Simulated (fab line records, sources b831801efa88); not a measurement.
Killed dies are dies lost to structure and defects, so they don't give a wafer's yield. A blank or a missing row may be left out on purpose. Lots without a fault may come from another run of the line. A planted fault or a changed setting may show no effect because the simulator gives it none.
Chamber matching | flow gf180mcu | GF_V5_ETCH_16 on rie_diel-03: 4 sister chambers
The step etches BARC in N2/H2. 14 wafers are shown with their chamber, then 7 later ones without.

WAFERS WITH THEIR CHAMBER
wafer  | chamber | drypump_motor_current_A (A) | throttle_valve_pct (%) | oes_product_au (a.u.)
L412.2 | 0       | 5.5                         | 13.212                 | 0.855
L412.3 | 3       | 5.8                         | 13.224                 | 0.853
L412.5 | 3       | 5.9                         | 13.239                 | 0.854
L414.1 | 2       | 5.8                         | 13.230                 | 0.845
L414.3 | 1       | 5.4                         | 13.207                 | 0.856
L414.4 | 3       | 5.9                         | 13.216                 | 0.848
L419.1 | 3       | 5.9                         | 13.214                 | 0.859
L419.3 | 2       | 5.8                         | 13.238                 | 0.858
L419.4 | 0       | 5.5                         | 13.218                 | 0.852
L423.2 | 0       | 5.5                         | 13.209                 | 0.851
L423.3 | 1       | 5.4                         | 13.233                 | 0.863
L423.6 | 3       | 5.9                         | 13.211                 | 0.851
L425.3 | 2       | 5.8                         | 13.224                 | 0.856
L425.5 | 2       | 5.8                         | 13.229                 | 0.862

SIGNATURES (means of the wafers above)
reading                 | chamber 0 | chamber 1 | chamber 2 | chamber 3 | scatter within a chamber
drypump_motor_current_A | 5.500     | 5.400     | 5.800     | 5.880     | 0.0283
throttle_valve_pct      | 13.21300  | 13.22000  | 13.23025  | 13.22080  | 0.00994
oes_product_au          | 0.85267   | 0.85950   | 0.85525   | 0.85300   | 0.00508
Rule: a wafer's distance from a chamber is the root of the sum, over the readings, of the square of ((its reading less the chamber's mean) divided by the reading's scatter). The wafer belongs to the nearest chamber; if the next one is less than 2 further off, it can't be placed. The scatter: the root of (the sum of the squares of (reading less its chamber's mean) over the shown wafers, divided by (wafers less chambers)).

WAFERS WITHOUT THEIR CHAMBER
wafer  | drypump_motor_current_A (A) | throttle_valve_pct (%) | oes_product_au (a.u.)
L425.6 | 5.9                         | 13.230                 | 0.853
L427.2 | 5.4                         | 13.230                 | 0.856
L427.3 | 5.9                         | 13.206                 | 0.864
L427.6 | 5.4                         | 13.220                 | 0.850
L434.2 | 5.4                         | 13.225                 | 0.850
L434.3 | 5.8                         | 13.218                 | 0.857
L434.4 | 5.5                         | 13.218                 | 0.863

WHICH CHAMBER EACH WENT THROUGH
wafer  | from the rows above     | in truth
L425.6 | 3                       | 3
L427.2 | 1                       | 1
L427.3 | can't be placed: 3 or 2 | 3
L427.6 | can't be placed: 1 or 0 | 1
L434.2 | can't be placed: 1 or 0 | 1
L434.3 | can't be placed: 2 or 3 | 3
L434.4 | can't be placed: 0 or 1 | 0
Placed correctly: 2 of 7. Can't be placed from these rows: 5 (the true chamber is among the candidates in 5). Placed wrongly: 0.
